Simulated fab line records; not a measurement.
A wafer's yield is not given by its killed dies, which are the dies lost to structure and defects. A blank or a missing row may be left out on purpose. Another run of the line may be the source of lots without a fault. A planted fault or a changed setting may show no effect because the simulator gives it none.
fab line records    flow gf180mcu
record: lots: 14  wafers: 41  last_day: 34
route steps=602 shown HV_LDD@210 V1@353 V3@431
lots that met no fault: from a run of the same line without faults
start_h: the number of hours between the record's first day and the start of the first shown wafer of the lot    wait_h: how many hours have passed since the lot's step before this one    " unchanged from the row above    L1.1+2: one row covering several wafers at once    - no value, or no start given    * or withheld: withheld    < > ~ a bound
route shown NAME@n: names a module that has steps shown in the file, with the first one's number in the route    usual: mean/standard deviation taken from wafers without a fault    same: alike in all rows    chamber/n: place in a boat    sites: per-site readings    _std_site: standard deviation of those values    _edge_site: inner sites' mean taken away from outer sites' mean    radius_mm: how far each site lies from the wafer's centre    mask NAME#n: copy n    behind: tool/chamber where the wafer was last shaped    hold: cause of the lot's hold/its duration in hours/its outcome    device: names the non-switching transistor (n, p or np)    end of line: at the end of the route, the tests of the same wafers    a step without rows: its recipe alone    killed: dies that structure and defects cost at the first sort, which is not the same as the wafer's yield    map: shows each die of a wafer: x if killed, . if not, _ if none is there
set.NAME: the setting the step ran with; set.NAME@STEP: the setting that earlier step ran with    model.NAME: the simulator's own value behind a step, which no gauge read
route steps across a sampled set of lots; one table per step, one row per wafer
services: when a tool's chamber went out of use (start_h, in hours from the record's first day, below 0 if earlier), for how many hours, and the reason
== steps ==
step: GF_HV_LDD_IMPLANT_34
recipe: species: P  energy_kev: 60  dose_cm2: 7.5e+12  tilt_deg: 30  rotation_deg: 90
usual: beam_on_s: 9.97/0.2  faraday_current_uA: 42.4/0.82
lot.wafer  tool          chamber  start_h  wait_h  beam_on_s  faraday_current_uA
L388.3     implanter-03  0        264.39   0.1     10.15      41.8
L388.4     "             0        "        "       10.11      41.8
L388.6     "             0        "        "       10.23      41.6
L389.1     implanter-03  0        266.78   0.1     10.06      41.8
L389.2     "             0        "        "       10.21      41.4
L389.5     "             0        "        "       9.89       42.8
L393.3     implanter-03  0        290.18   0.1     9.96       42.5
L393.4     "             0        "        "       10.20      41.6
L393.5     "             0        "        "       10.01      42.3
L394.1     implanter-04  0        300.53   0.1     10.11      41.9
L394.5     "             0        "        "       9.75       43.2
L394.6     "             0        "        "       9.78       43.2
L395.2     implanter-01  0        306.87   0.1     10.00      42.4
L395.3     "             0        "        "       9.87       42.9
L395.4     "             0        "        "       9.78       43.3
L396.3     implanter-04  0        317.65   0.1     9.92       42.5
L396.4     "             0        "        "       10.10      41.6
L396.5     "             0        "        "       10.34      40.8
L397.1     implanter-01  0        335.58   0.1     10.29      41.2
L397.2     "             0        "        "       10.05      42.1
L397.3     "             0        "        "       10.06      42.5
L398.2     implanter-04  0        337.21   0.1     9.80       43.2
L398.3     "             0        "        "       9.76       43.4
L398.4     "             0        "        "       9.63       43.7
L401.1     implanter-03  0        361.90   0.1     9.07       46.5
L401.6     "             0        "        "       8.89       47.8
L403.2     implanter-03  0        369.02   0.1     9.04       46.6
L403.4     "             0        "        "       8.65       48.9
L403.5     "             0        "        "       9.08       46.5
L407.2     implanter-01  0        407.11   0.1     9.96       42.3
L407.3     "             0        "        "       10.24      41.2
L407.5     "             0        "        "       9.99       42.3
L409.1     implanter-01  0        419.83   0.1     9.78       43.1
L409.2     "             0        "        "       9.79       43.2
L409.4     "             0        "        "       10.27      41.1
L410.2     implanter-01  0        427.91   0.1     10.12      41.9
L410.3     "             0        "        "       10.29      41.1
L410.6     "             0        "        "       9.76       43.3
L411.1     implanter-03  0        434.08   0.1     9.78       43.3
L411.2     "             0        "        "       10.30      40.9
L411.5     "             0        "        "       9.71       43.6
step: GF_V1_STRIP_18
recipe: chemistry: O2/N2  power_w: 1400  pressure_mtorr: 1500  platen_temp_c: 250  o2_flow_sccm: 3000  n2_flow_sccm: 300  overash_fraction: 0.5
usual: drypump_motor_current_A: 5.5/0.64  heater_power_w: 342/19  o2_flow_sccm: 3002/9.2  oes_product_au: 0.592/0.0044
lot.wafer  tool             chamber  start_h  wait_h  drypump_motor_current_A  heater_power_w  o2_flow_sccm  oes_product_au  rf_hours_counter_h
L388.3     plasma_asher-01  1        427.05   -       5.1                      380             3007          0.588           -
L388.4     "                0        "        "       6.1                      344             3015          0.593           -
L388.6     "                0        "        "       6.1                      343             3024          0.600           -
L389.1     plasma_asher-01  0        427.98   -       6.1                      337             2999          0.582           59
L389.2     "                1        "        "       5.1                      390             2992          0.588           59
L389.5     "                0        "        "       6.1                      331             2998          0.590           -
L393.3     plasma_asher-02  1        455.38   -       4.7                      351             3004          0.595           -
L393.4     "                0        "        "       5.1                      350             3011          0.592           -
L393.5     "                0        "        "       5.1                      350             3005          0.589           -
L394.1     plasma_asher-02  1        468.93   -       4.7                      347             2989          0.597           83
L394.5     "                1        "        "       4.6                      353             2990          0.584           -
L394.6     "                0        "        "       5.1                      361             3010          0.594           -
L395.2     plasma_asher-02  1        476.48   -       4.7                      352             2984          0.584           84
L395.3     "                0        "        "       5.0                      344             3009          0.592           -
L395.4     "                1        "        "       4.6                      344             2992          0.592           -
L396.3     plasma_asher-04  1        489.43   -       6.4                      335             2989          0.587           -
L396.4     "                0        "        "       5.5                      317             3002          0.587           -
L396.5     "                0        "        "       5.5                      318             2999          0.592           -
L397.1     plasma_asher-04  1        508.70   -       6.4                      329             3000          0.596           8
L397.2     "                0        "        "       5.5                      323             3004          0.595           8
L397.3     "                0        "        "       5.5                      320             2989          0.595           -
L398.2     plasma_asher-01  1        510.25   -       5.1                      375             3009          0.588           68
L398.3     "                1        "        "       5.1                      385             2993          0.588           -
L398.4     "                0        "        "       6.1                      337             3007          0.592           -
L401.1     plasma_asher-04  1        535.87   -       6.4                      330             3003          0.591           10
L401.6     "                1        "        "       6.4                      335             3008          0.597           -
L403.2     plasma_asher-04  0        544.87   -       5.5                      312             3004          0.590           11
L403.4     "                1        "        "       6.4                      333             2988          0.592           -
L403.5     "                1        "        "       6.4                      334             2995          0.593           -
L407.2     plasma_asher-04  1        582.75   -       6.5                      331             3001          0.601           15
L407.3     "                1        "        "       6.5                      332             2995          0.595           -
L407.5     "                1        "        "       6.5                      346             3009          0.586           -
L409.1     plasma_asher-04  0        592.30   -       5.5                      322             3006          0.590           16
L409.2     "                1        "        "       6.4                      324             2995          0.596           16
L409.4     "                0        "        "       5.5                      317             2999          0.589           -
L410.2     plasma_asher-02  0        598.90   -       5.1                      355             2994          0.590           97
L410.3     "                0        "        "       5.1                      353             2995          0.592           -
L410.6     "                1        "        "       4.7                      349             3009          0.596           -
L411.1     plasma_asher-04  1        604.82   -       6.5                      329             2993          0.585           17
L411.2     "                0        "        "       5.5                      316             2992          0.589           17
L411.5     "                0        "        "       5.5                      318             2998          0.586           -
step: GF_V3_CVD_02
recipe: material: SiO2  target_thk_nm: 850  precursor: TEOS  temp_c: 400  time_s: 94.851  rf_w: 600
usual: heater_power_w: 669/110
lot.wafer  tool      chamber  start_h  wait_h  heater_power_w
L388.3     pecvd-03  1        506.26   0.0     524
L388.4     "         1        "        "       589
L388.6     "         0        "        "       888
L389.1     pecvd-04  0        506.63   0.1     703
L389.2     "         1        "        "       764
L389.5     "         1        "        "       629
L393.3     pecvd-04  2        531.93   0.0     674
L393.4     "         0        "        "       577
L393.5     "         2        "        "       536
L394.1     pecvd-02  1        545.52   0.1     679
L394.5     "         2        "        "       714
L394.6     "         1        "        "       726
L395.2     pecvd-03  2        552.16   0.0     722
L395.3     "         0        "        "       728
L395.4     "         2        "        "       773
L396.3     pecvd-03  2        564.63   0.0     672
L396.4     "         2        "        "       727
L396.5     "         1        "        "       566
L397.1     pecvd-02  2        582.90   0.1     620
L397.2     "         0        "        "       511
L397.3     "         2        "        "       664
L398.2     pecvd-04  0        584.23   0.0     639
L398.3     "         2        "        "       666
L398.4     "         2        "        "       539
L401.1     pecvd-03  2        606.26   0.1     704
L401.6     "         0        "        "       878
L403.2     pecvd-02  2        614.30   0.0     754
L403.4     "         0        "        "       517
L403.5     "         2        "        "       587
L407.2     pecvd-03  2        648.91   0.0     743
L407.3     "         1        "        "       512
L407.5     "         1        "        "       570
L409.1     pecvd-03  1        659.61   0.1     625
L409.2     "         2        "        "       734
L409.4     "         0        "        "       894
L410.2     pecvd-02  1        665.62   0.0     686
L410.3     "         2        "        "       601
L410.6     "         2        "        "       656
L411.1     pecvd-04  0        670.37   0.1     703
L411.2     "         1        "        "       751
L411.5     "         1        "        "       620
step: GF_V3_ETCH_17
recipe: chemistry: C4F8/O2/Ar  mask_material: KrF  target: SiO2  stop_on: TiN  source_w: 1500  bias_w: 1200  pressure_mtorr: 40  c4f8_flow_sccm: withheld  O2_flow_sccm: 6  Ar_flow_sccm: 300  time_s: withheld  target_depth_a: 6350
usual: oes_product_au: 0.855/0.0048
lot.wafer  tool         chamber  start_h  wait_h  oes_product_au
L388.3     rie_diel-04  0        -        -       0.856
L388.4     "            3        "        "       0.851
L388.6     "            1        "        "       0.847
L389.1     rie_diel-01  2        -        -       0.850
L389.2     "            1        "        "       0.857
L389.5     "            3        "        "       0.853
L393.3     rie_diel-01  3        -        -       0.855
L393.4     "            0        "        "       0.860
L393.5     "            0        "        "       0.862
L394.1     rie_diel-04  0        -        -       0.867
L394.5     "            0        "        "       0.856
L394.6     "            2        "        "       0.864
L395.2     rie_diel-04  3        -        -       0.848
L395.3     "            0        "        "       0.864
L395.4     "            0        "        "       0.851
L396.3     rie_diel-02  3        -        -       0.844
L396.4     "            1        "        "       0.855
L396.5     "            1        "        "       0.854
L397.1     rie_diel-04  0        -        -       0.852
L397.2     "            2        "        "       0.848
L397.3     "            1        "        "       0.860
L398.2     rie_diel-04  2        -        -       0.854
L398.3     "            0        "        "       0.851
L398.4     "            0        "        "       0.852
L401.1     rie_diel-02  3        -        -       0.854
L401.6     "            1        "        "       0.846
L403.2     rie_diel-02  2        -        -       0.864
L403.4     "            0        "        "       0.846
L403.5     "            1        "        "       0.852
L407.2     rie_diel-01  2        -        -       0.858
L407.3     "            0        "        "       0.867
L407.5     "            2        "        "       0.854
L409.1     rie_diel-04  3        -        -       0.856
L409.2     "            2        "        "       0.863
L409.4     "            1        "        "       0.856
L410.2     rie_diel-04  3        -        -       0.853
L410.3     "            1        "        "       0.854
L410.6     "            0        "        "       0.853
L411.1     rie_diel-04  3        -        -       0.851
L411.2     "            0        "        "       0.858
L411.5     "            3        "        "       0.862
== services ==
tool             chamber  start_h  hours  kind
implanter-03     -        272.40   6.3    pm
rie_diel-04      2        274.49   8.4    repair
implanter-03     -        296.96   4.3    pm
implanter-01     -        299.78   2.7    pm
plasma_asher-04  -        307.00   0.6    repair
pecvd-03         -        315.06   14.6   pm
pecvd-03         -        335.70   1.3    repair
pecvd-03         -        397.00   5.5    pm
plasma_asher-04  -        403.24   0.7    repair
implanter-03     -        418.82   5.2    repair
plasma_asher-04  -        421.25   9.0    pm
implanter-01     -        425.85   1.6    repair
rie_diel-04      -        473.09   0.5    repair
implanter-03     -        502.35   5.6    repair
rie_diel-04      0        515.79   2.4    repair
implanter-01     -        517.19   3.6    repair
implanter-03     -        526.86   1.9    repair
implanter-03     -        542.90   1.2    repair
rie_diel-04      1        566.66   8.3    repair
rie_diel-04      3        589.43   5.4    repair
pecvd-03         -        591.12   14.0   pm
plasma_asher-04  -        594.01   8.7    repair
plasma_asher-04  -        612.44   2.8    pm
pecvd-03         2        672.87   4.8    repair
== key ==
first_sign: step: GF_HV_LDD_IMPLANT_34  reading: faraday_current_uA  direction: up  sigmas: 5.9  usual: 42.4  struck: 47.3
effect: step: GF_HV_LDD_IMPLANT_34  reading: beam_on_s  direction: down  sigmas: 5.2  usual: 9.97  struck: 8.95
met_at GF_HV_LDD_IMPLANT_34
struck_lots L401,L403
tester_left_out L401,L403
not_acting_at GF_V1_STRIP_18,GF_V3_CVD_02,GF_V3_ETCH_17
onset_between 290.18 361.90
fault: kind: process_parameter_drift  tool: implanter-03  chamber: -  onset_h: 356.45  steps: GF_HV_LDD_IMPLANT_34  channel: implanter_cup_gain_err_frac  offset: 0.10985  shape: step  end_h: 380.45
tester_left_out: of these lots the tester's yield and bins aren't shown, on N5 and GAA mostly nor the transistor test; their killed dies are dies lost to structure and defects alone, not to doping, threshold or leakage, so they don't give the yield
